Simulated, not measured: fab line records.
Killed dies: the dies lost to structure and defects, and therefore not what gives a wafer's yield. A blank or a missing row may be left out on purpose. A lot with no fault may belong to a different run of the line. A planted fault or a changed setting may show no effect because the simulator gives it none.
fab line records | flow gf180mcu
record lots=12 | wafers=36 | last_day=34
route steps=602 shown LVPWELL@62 SAB@265 V1@351
lots that met no fault: from a run of the same line without faults
start_h: hours from the record's first day to the start of the lot's first wafer shown | wait_h: hours from the lot's prior step to this one | " identical to the entry in the row above | L1.1+2: a single row standing in for several wafers | - no value present, or no start provided | * or withheld: withheld | < > ~ a bound
route shown NAME@n: a module of which the file shows steps, and the number in the route of the first | usual: mean and standard deviation over wafers with no fault | same: alike in all rows | chamber/n: place in a boat | sites: per-site readings | _std_site: how widely they spread, as a standard deviation | _edge_site: the outer-site mean with the inner-site mean subtracted | radius_mm: how far each site lies from the wafer's centre | mask NAME#n: copy n | behind: the last tool/chamber to shape the wafer | hold: why the lot was held/for how many hours/how that ended | device: the transistor (n, p or np) that didn't switch | end of line: tests of these same wafers at the route's end | for a step that has no rows: nothing shown but its recipe | killed: dies lost to structure and defects at the first sort, not the wafer's yield | map: the dies of a wafer, with x for killed, . for not killed, _ for no die there
set.NAME: setting as actually run; set.NAME@STEP: the setting as run at that earlier step | model.NAME: the simulator's own value behind a step, which no gauge read
steps of the route over a sample of lots; a table a step, a row a wafer
services: from which hour (start_h, from the record's first day; less than 0 if before it) a tool's chamber was out of use, for how many hours, and why
## steps
# step GF_LVPWELL_IMPLANT_08
# recipe species=B | energy_kev=170 | dose_cm2=1.5e+13 | tilt_deg=0
# usual dose_ions_cm2=1.4998e+13/1.8e+10 | faraday_current_uA=84.7/1.6
lot.wafer | tool         | chamber | start_h | wait_h | dose_ions_cm2 | faraday_current_uA
L915.1    | implanter-04 | 0       | 70.28   | 0.0    | 1.4996e+13    | 84.4
L915.2    | "            | 0       | "       | "      | 1.5015e+13    | 82.7
L915.5    | "            | 0       | "       | "      | 1.4994e+13    | 85.2
L916.1    | implanter-04 | 0       | 72.46   | 0.0    | 1.4981e+13    | 84.4
L916.4    | "            | 0       | "       | "      | 1.497e+13     | 82.7
L916.6    | "            | 0       | "       | "      | 1.4979e+13    | 84.6
L917.1    | implanter-01 | 0       | 79.96   | 0.0    | 1.5034e+13    | 83.4
L917.3    | "            | 0       | "       | "      | 1.5015e+13    | 81.6
L917.6    | "            | 0       | "       | "      | 1.5017e+13    | 85.8
L918.1    | implanter-04 | 0       | 85.56   | 0.0    | 1.4974e+13    | 84.0
L918.3    | "            | 0       | "       | "      | 1.498e+13     | 88.1
L918.5    | "            | 0       | "       | "      | 1.4957e+13    | 85.5
L919.2    | implanter-04 | 0       | 89.88   | 0.0    | 1.5001e+13    | 84.6
L919.3    | "            | 0       | "       | "      | 1.4993e+13    | 84.8
L919.5    | "            | 0       | "       | "      | 1.5011e+13    | 83.3
L921.1    | implanter-04 | 0       | 105.56  | 0.0    | 1.4992e+13    | 84.2
L921.2    | "            | 0       | "       | "      | 1.5002e+13    | 84.6
L921.3    | "            | 0       | "       | "      | 1.4994e+13    | 87.3
L922.2    | implanter-03 | 0       | 115.83  | 0.0    | 1.4999e+13    | 84.6
L922.3    | "            | 0       | "       | "      | 1.4993e+13    | 82.7
L922.4    | "            | 0       | "       | "      | 1.5001e+13    | 84.9
L924.1    | implanter-01 | 0       | 120.25  | 0.0    | 1.4995e+13    | 86.0
L924.3    | "            | 0       | "       | "      | 1.5e+13       | 85.7
L924.4    | "            | 0       | "       | "      | 1.4996e+13    | 83.3
L927.2    | implanter-03 | 0       | 137.08  | 0.0    | 1.4969e+13    | 82.0
L927.3    | "            | 0       | "       | "      | 1.5004e+13    | 87.2
L927.6    | "            | 0       | "       | "      | 1.5007e+13    | 88.1
L929.1    | implanter-04 | 0       | 148.61  | 0.0    | 1.4973e+13    | 84.2
L929.4    | "            | 0       | "       | "      | 1.4963e+13    | 82.2
L929.6    | "            | 0       | "       | "      | 1.4969e+13    | 84.5
L935.2    | implanter-04 | 0       | 186.58  | 0.0    | 1.362e+13     | 76.4
L935.3    | "            | 0       | "       | "      | 1.3606e+13    | 76.7
L935.5    | "            | 0       | "       | "      | 1.3611e+13    | 77.3
L937.3    | implanter-04 | 0       | 192.45  | 0.1    | 1.3616e+13    | 76.1
L937.4    | "            | 0       | "       | "      | 1.3579e+13    | 78.2
L937.5    | "            | 0       | "       | "      | 1.3592e+13    | 79.1
# step GF_LVPWELL_TW_MEAS_11
# usual LVPWELL_TW=560/5
lot.wafer | tool          | chamber | start_h | wait_h | LVPWELL_TW
L915.1    | film_metro-03 | -       | 70.68   | 0.1    | 563
L915.2    | "             | -       | "       | "      | 562
L915.5    | "             | -       | "       | "      | 567
L916.1    | film_metro-01 | -       | 72.86   | 0.1    | 554
L916.4    | "             | -       | "       | "      | 555
L916.6    | "             | -       | "       | "      | 557
L917.1    | film_metro-03 | -       | 80.36   | 0.1    | 560
L917.3    | "             | -       | "       | "      | 558
L917.6    | "             | -       | "       | "      | 558
L918.1    | film_metro-03 | -       | 85.96   | 0.1    | 562
L918.3    | "             | -       | "       | "      | 562
L918.5    | "             | -       | "       | "      | 559
L919.2    | film_metro-03 | -       | 90.27   | 0.1    | 564
L919.3    | "             | -       | "       | "      | 563
L919.5    | "             | -       | "       | "      | 564
L921.1    | film_metro-03 | -       | 105.96  | 0.1    | 569
L921.2    | "             | -       | "       | "      | 564
L921.3    | "             | -       | "       | "      | 565
L922.2    | film_metro-01 | -       | 116.22  | 0.1    | 551
L922.3    | "             | -       | "       | "      | 552
L922.4    | "             | -       | "       | "      | 552
L924.1    | film_metro-01 | -       | 120.65  | 0.1    | 553
L924.3    | "             | -       | "       | "      | 554
L924.4    | "             | -       | "       | "      | 556
L927.2    | film_metro-03 | -       | 137.47  | 0.1    | 566
L927.3    | "             | -       | "       | "      | 566
L927.6    | "             | -       | "       | "      | 564
L929.1    | film_metro-01 | -       | 149.01  | 0.1    | 556
L929.4    | "             | -       | "       | "      | 554
L929.6    | "             | -       | "       | "      | 555
L935.2    | film_metro-01 | -       | 186.97  | 0.1    | 540
L935.3    | "             | -       | "       | "      | 544
L935.5    | "             | -       | "       | "      | 540
L937.3    | film_metro-01 | -       | 192.82  | 0.1    | 545
L937.4    | "             | -       | "       | "      | 542
L937.5    | "             | -       | "       | "      | 542
# step GF_VT_IMPLANT_RS_MEAS_48
# recipe thk_meas_gauge=four-point-probe
# usual LVPWELL_RS=1197/3.2
lot.wafer | tool          | chamber | start_h | wait_h | LVPWELL_RS[ohm/sq]
L915.1    | film_metro-03 | -       | 158.43  | 0.1    | 1198
L915.2    | "             | -       | "       | "      | 1194
L915.5    | "             | -       | "       | "      | 1195
L916.1    | film_metro-03 | -       | 163.02  | 0.1    | 1196
L916.4    | "             | -       | "       | "      | 1195
L916.6    | "             | -       | "       | "      | 1197
L917.1    | film_metro-03 | -       | 172.19  | 0.1    | 1198
L917.3    | "             | -       | "       | "      | 1199
L917.6    | "             | -       | "       | "      | 1196
L918.1    | film_metro-03 | -       | 179.21  | 0.1    | 1191
L918.3    | "             | -       | "       | "      | 1193
L918.5    | "             | -       | "       | "      | 1189
L919.2    | film_metro-01 | -       | 183.43  | 0.1    | 1200
L919.3    | "             | -       | "       | "      | 1198
L919.5    | "             | -       | "       | "      | 1196
L921.1    | film_metro-03 | -       | 202.31  | 0.1    | 1193
L921.2    | "             | -       | "       | "      | 1198
L921.3    | "             | -       | "       | "      | 1198
L922.2    | film_metro-03 | -       | 214.68  | 0.1    | 1194
L922.3    | "             | -       | "       | "      | 1195
L922.4    | "             | -       | "       | "      | 1194
L924.1    | film_metro-03 | -       | 220.73  | 0.1    | 1192
L924.3    | "             | -       | "       | "      | 1198
L924.4    | "             | -       | "       | "      | 1200
L927.2    | film_metro-03 | -       | 239.13  | 0.1    | 1194
L927.3    | "             | -       | "       | "      | 1200
L927.6    | "             | -       | "       | "      | 1196
L929.1    | film_metro-01 | -       | 253.92  | 0.1    | 1204
L929.4    | "             | -       | "       | "      | 1204
L929.6    | "             | -       | "       | "      | 1204
L935.2    | film_metro-03 | -       | 298.34  | 0.1    | 1258
L935.3    | "             | -       | "       | "      | 1257
L935.5    | "             | -       | "       | "      | 1263
L937.3    | film_metro-01 | -       | 306.37  | 0.1    | 1257
L937.4    | "             | -       | "       | "      | 1253
L937.5    | "             | -       | "       | "      | 1257
# step GF_SAB_THK_MEAS_01
# recipe reads=SiO2_of_SAB_CVD_00
# usual SAB_CVD_00_THK=49.9/0.79
lot.wafer | tool          | chamber | start_h | wait_h | SAB_CVD_00_THK[nm]
L915.1    | film_metro-02 | -       | 322.53  | 0.0    | 50.0
L915.2    | "             | -       | "       | "      | 50.3
L915.5    | "             | -       | "       | "      | 50.8
L916.1    | film_metro-02 | -       | 328.98  | 0.0    | 49.3
L916.4    | "             | -       | "       | "      | 49.9
L916.6    | "             | -       | "       | "      | 49.2
L917.1    | film_metro-01 | -       | 337.80  | 0.0    | 49.4
L917.3    | "             | -       | "       | "      | 50.5
L917.6    | "             | -       | "       | "      | 51.1
L918.1    | film_metro-02 | -       | 345.38  | 0.0    | 49.6
L918.3    | "             | -       | "       | "      | 49.9
L918.5    | "             | -       | "       | "      | 50.3
L919.2    | film_metro-02 | -       | 352.48  | 0.0    | 48.9
L919.3    | "             | -       | "       | "      | 49.9
L919.5    | "             | -       | "       | "      | 50.5
L921.1    | film_metro-01 | -       | 374.95  | 0.0    | 50.5
L921.2    | "             | -       | "       | "      | 48.2
L921.3    | "             | -       | "       | "      | 50.4
L922.2    | film_metro-02 | -       | 388.88  | 0.0    | 48.9
L922.3    | "             | -       | "       | "      | 49.8
L922.4    | "             | -       | "       | "      | 49.4
L924.1    | film_metro-01 | -       | 399.61  | 0.0    | 49.4
L924.3    | "             | -       | "       | "      | 50.2
L924.4    | "             | -       | "       | "      | 50.9
L927.2    | film_metro-02 | -       | 419.76  | 0.0    | 48.9
L927.3    | "             | -       | "       | "      | 49.8
L927.6    | "             | -       | "       | "      | 50.4
L929.1    | film_metro-04 | -       | 444.48  | 0.0    | 49.3
L929.4    | "             | -       | "       | "      | 50.8
L929.6    | "             | -       | "       | "      | 50.0
L935.2    | film_metro-01 | -       | 496.41  | 0.0    | 50.0
L935.3    | "             | -       | "       | "      | 49.5
L935.5    | "             | -       | "       | "      | 49.7
L937.3    | film_metro-01 | -       | 507.87  | 0.0    | 48.9
L937.4    | "             | -       | "       | "      | 49.9
L937.5    | "             | -       | "       | "      | 50.1
# step GF_V1_ETCH_16
# recipe chemistry=N2/H2 | target_depth_a=withheld | overetch_a=withheld | time_s=withheld | target=BARC | ion_energy_ev=200 | source_w=500 | bias_w=100 | pressure_mtorr=30 | n2_flow_sccm=100 | h2_flow_sccm=200
# usual drypump_motor_current_A=5.7/0.54 | oes_product_au=0.856/0.0042 | throttle_valve_pct=13.224/0.0087
lot.wafer | tool        | chamber | start_h | wait_h | drypump_motor_current_A | oes_product_au | throttle_valve_pct
L915.1    | rie_diel-04 | 1       | 414.35  | 0.0    | 6.1                     | 0.859          | 13.212
L915.2    | "           | 0       | "       | "      | 5.3                     | 0.847          | 13.220
L915.5    | "           | 2       | "       | "      | 5.9                     | 0.854          | 13.229
L916.1    | rie_diel-04 | 3       | 421.82  | 0.0    | 6.7                     | 0.867          | 13.223
L916.4    | "           | 2       | "       | "      | 5.9                     | 0.862          | 13.225
L916.6    | "           | 0       | "       | "      | 5.3                     | 0.856          | 13.213
L917.1    | rie_diel-04 | 0       | 433.37  | 0.0    | 5.3                     | 0.850          | 13.217
L917.3    | "           | 2       | "       | "      | 5.9                     | 0.854          | 13.224
L917.6    | "           | 1       | "       | "      | 6.1                     | 0.857          | 13.229
L918.1    | rie_diel-01 | 0       | 441.82  | 0.0    | 5.5                     | 0.860          | 13.220
L918.3    | "           | 2       | "       | "      | 5.9                     | 0.853          | 13.240
L918.5    | "           | 0       | "       | "      | 5.5                     | 0.855          | 13.219
L919.2    | rie_diel-04 | 2       | 449.52  | 0.0    | 5.9                     | 0.861          | 13.230
L919.3    | "           | 3       | "       | "      | 6.7                     | 0.859          | 13.208
L919.5    | "           | 3       | "       | "      | 6.7                     | 0.854          | 13.227
L921.1    | rie_diel-04 | 3       | 475.87  | 0.0    | 6.7                     | 0.856          | 13.216
L921.2    | "           | 0       | "       | "      | 5.3                     | 0.855          | 13.227
L921.3    | "           | 2       | "       | "      | 5.9                     | 0.856          | 13.239
L922.2    | rie_diel-04 | 0       | 489.17  | 0.0    | 5.2                     | 0.856          | 13.207
L922.3    | "           | 2       | "       | "      | 5.9                     | 0.851          | 13.231
L922.4    | "           | 3       | "       | "      | 6.7                     | 0.858          | 13.212
L924.1    | rie_diel-01 | 1       | 498.72  | 0.0    | 5.0                     | 0.859          | 13.229
L924.3    | "           | 3       | "       | "      | 4.7                     | 0.860          | 13.199
L924.4    | "           | 0       | "       | "      | 5.5                     | 0.857          | 13.222
L927.2    | rie_diel-01 | 3       | 519.72  | 0.0    | 4.7                     | 0.854          | 13.241
L927.3    | "           | 2       | "       | "      | 5.9                     | 0.857          | 13.226
L927.6    | "           | 1       | "       | "      | 5.0                     | 0.854          | 13.225
L929.1    | rie_diel-02 | 1       | 544.37  | 0.0    | 5.9                     | 0.859          | 13.216
L929.4    | "           | 0       | "       | "      | 6.4                     | 0.854          | 13.237
L929.6    | "           | 3       | "       | "      | 5.7                     | 0.855          | 13.235
L935.2    | rie_diel-02 | 0       | 591.72  | 0.0    | 6.4                     | 0.860          | 13.224
L935.3    | "           | 1       | "       | "      | 6.0                     | 0.854          | 13.232
L935.5    | "           | 1       | "       | "      | 5.9                     | 0.845          | 13.232
L937.3    | rie_diel-02 | 2       | 600.47  | 0.0    | 5.5                     | 0.844          | 13.205
L937.4    | "           | 0       | "       | "      | 6.3                     | 0.857          | 13.203
L937.5    | "           | 0       | "       | "      | 6.4                     | 0.858          | 13.219
# step GF_V1_STRIP_18
# recipe chemistry=O2/N2 | power_w=1400 | pressure_mtorr=1500 | platen_temp_c=250 | o2_flow_sccm=3000 | n2_flow_sccm=300 | overash_fraction=0.5
# usual drypump_motor_current_A=5.7/0.68 | heater_power_w=344/19 | oes_product_au=0.592/0.0051
lot.wafer | tool            | chamber | start_h | wait_h | drypump_motor_current_A | heater_power_w | oes_product_au | rf_hours_counter_h
L915.1    | plasma_asher-02 | 0       | 414.48  | -      | 5.4                     | 325            | 0.596          | 32
L915.2    | "               | 1       | "       | "      | 5.3                     | 344            | 0.589          | 32
L915.5    | "               | 0       | "       | "      | 5.4                     | 328            | 0.592          | -
L916.1    | plasma_asher-02 | 0       | 421.95  | -      | 5.4                     | 322            | 0.586          | 32
L916.4    | "               | 0       | "       | "      | 5.4                     | 320            | 0.588          | -
L916.6    | "               | 0       | "       | "      | 5.4                     | 331            | 0.593          | -
L917.1    | plasma_asher-01 | 0       | 433.50  | -      | 6.6                     | 376            | 0.594          | 0
L917.3    | "               | 1       | "       | "      | 5.2                     | 363            | 0.592          | -
L917.6    | "               | 0       | "       | "      | 6.6                     | 372            | 0.596          | -
L918.1    | plasma_asher-04 | 1       | 441.95  | -      | 6.6                     | 314            | 0.590          | 82
L918.3    | "               | 0       | "       | "      | 4.9                     | 344            | 0.588          | -
L918.5    | "               | 0       | "       | "      | 4.9                     | 358            | 0.592          | -
L919.2    | plasma_asher-04 | 0       | 449.65  | -      | 5.0                     | 353            | 0.599          | 82
L919.3    | "               | 0       | "       | "      | 4.9                     | 358            | 0.588          | -
L919.5    | "               | 0       | "       | "      | 5.0                     | 349            | 0.590          | -
L921.1    | plasma_asher-04 | 0       | 476.00  | -      | 4.9                     | 358            | 0.595          | 85
L921.2    | "               | 1       | "       | "      | 6.5                     | 312            | 0.596          | 85
L921.3    | "               | 0       | "       | "      | 4.9                     | 346            | 0.590          | -
L922.2    | plasma_asher-04 | 0       | 489.30  | -      | 5.0                     | 352            | 0.585          | 87
L922.3    | "               | 0       | "       | "      | 5.0                     | 351            | 0.597          | -
L922.4    | "               | 1       | "       | "      | 6.6                     | 317            | 0.594          | -
L924.1    | plasma_asher-01 | 0       | 498.85  | -      | 6.6                     | 365            | 0.588          | 6
L924.3    | "               | 0       | "       | "      | 6.6                     | 364            | 0.586          | -
L924.4    | "               | 1       | "       | "      | 5.2                     | 355            | 0.600          | -
L927.2    | plasma_asher-01 | 1       | 519.85  | -      | 5.2                     | 361            | 0.584          | 9
L927.3    | "               | 1       | "       | "      | 5.2                     | 355            | 0.594          | -
L927.6    | "               | 0       | "       | "      | 6.6                     | 361            | 0.594          | -
L929.1    | plasma_asher-01 | 0       | 544.50  | -      | 6.6                     | 374            | 0.586          | 12
L929.4    | "               | 1       | "       | "      | 5.2                     | 363            | 0.591          | -
L929.6    | "               | 1       | "       | "      | 5.2                     | 354            | 0.600          | -
L935.2    | plasma_asher-02 | 0       | 591.85  | -      | 5.4                     | 331            | 0.597          | 47
L935.3    | "               | 1       | "       | "      | 5.3                     | 339            | 0.586          | -
L935.5    | "               | 1       | "       | "      | 5.3                     | 341            | 0.593          | -
L937.3    | plasma_asher-04 | 0       | 600.63  | -      | 5.0                     | 346            | 0.593          | -
L937.4    | "               | 1       | "       | "      | 6.6                     | 315            | 0.586          | -
L937.5    | "               | 1       | "       | "      | 6.6                     | 315            | 0.600          | -
## services
tool            | chamber | start_h | hours | kind
plasma_asher-04 | -       | 105.91  | 2.4   | repair
plasma_asher-04 | -       | 132.98  | 3.7   | repair
rie_diel-04     | -       | 169.96  | 14.6  | pm
plasma_asher-04 | -       | 199.93  | 6.0   | repair
rie_diel-04     | 1       | 201.83  | 7.9   | repair
rie_diel-04     | 0       | 207.22  | 4.1   | repair
plasma_asher-04 | -       | 243.77  | 3.0   | repair
plasma_asher-04 | -       | 257.94  | 9.0   | repair
rie_diel-04     | 1       | 286.45  | 3.1   | repair
rie_diel-04     | 2       | 287.13  | 13.9  | repair
implanter-04    | -       | 294.72  | 3.9   | repair
plasma_asher-04 | -       | 307.99  | 5.2   | repair
implanter-04    | -       | 313.41  | 3.2   | repair
implanter-04    | -       | 322.18  | 0.6   | repair
implanter-04    | -       | 342.05  | 1.7   | repair
rie_diel-04     | -       | 383.89  | 0.6   | repair
plasma_asher-04 | -       | 421.35  | 2.8   | pm
rie_diel-04     | 1       | 434.55  | 49.4  | repair
implanter-04    | -       | 447.27  | 1.1   | repair
implanter-04    | -       | 463.89  | 4.4   | pm
implanter-04    | -       | 515.71  | 3.4   | repair
rie_diel-04     | 0       | 556.22  | 13.1  | repair
rie_diel-04     | 3       | 575.00  | 7.5   | repair
implanter-04    | -       | 581.84  | 6.7   | repair
## key
first_sign step=GF_LVPWELL_IMPLANT_08 | reading=dose_ions_cm2 | direction=down | sigmas=76 | usual=1.4998e+13 | struck=1.3604e+13
effect step=GF_LVPWELL_IMPLANT_08 | reading=faraday_current_uA | direction=down | sigmas=4.7 | usual=84.7 | struck=77.3
effect step=GF_LVPWELL_TW_MEAS_11 | reading=LVPWELL_TW | direction=down | sigmas=3.6 | usual=560 | struck=542
effect step=GF_VT_IMPLANT_RS_MEAS_48 | reading=LVPWELL_RS | direction=up | sigmas=19 | usual=1197 | struck=1257
met_at GF_LVPWELL_IMPLANT_08
struck_lots L935,L937
tester_left_out L935,L937
not_acting_at GF_SAB_THK_MEAS_01,GF_V1_ETCH_16,GF_V1_STRIP_18
onset_between 148.61 186.58
fault kind=process_parameter_drift | tool=implanter-04 | chamber=- | onset_h=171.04 | steps=GF_LVPWELL_IMPLANT_08 | channel=dose_cm2 | offset=-1.387e+12 | shape=step | end_h=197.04 | acts_in=these_recipes_only | stated=1.5e+13
# tester_left_out: of these lots the tester's yield and bins aren't shown, on N5 and GAA mostly nor the transistor test; their killed dies are dies lost to structure and defects alone, not to doping, threshold or leakage, so they don't give the yield
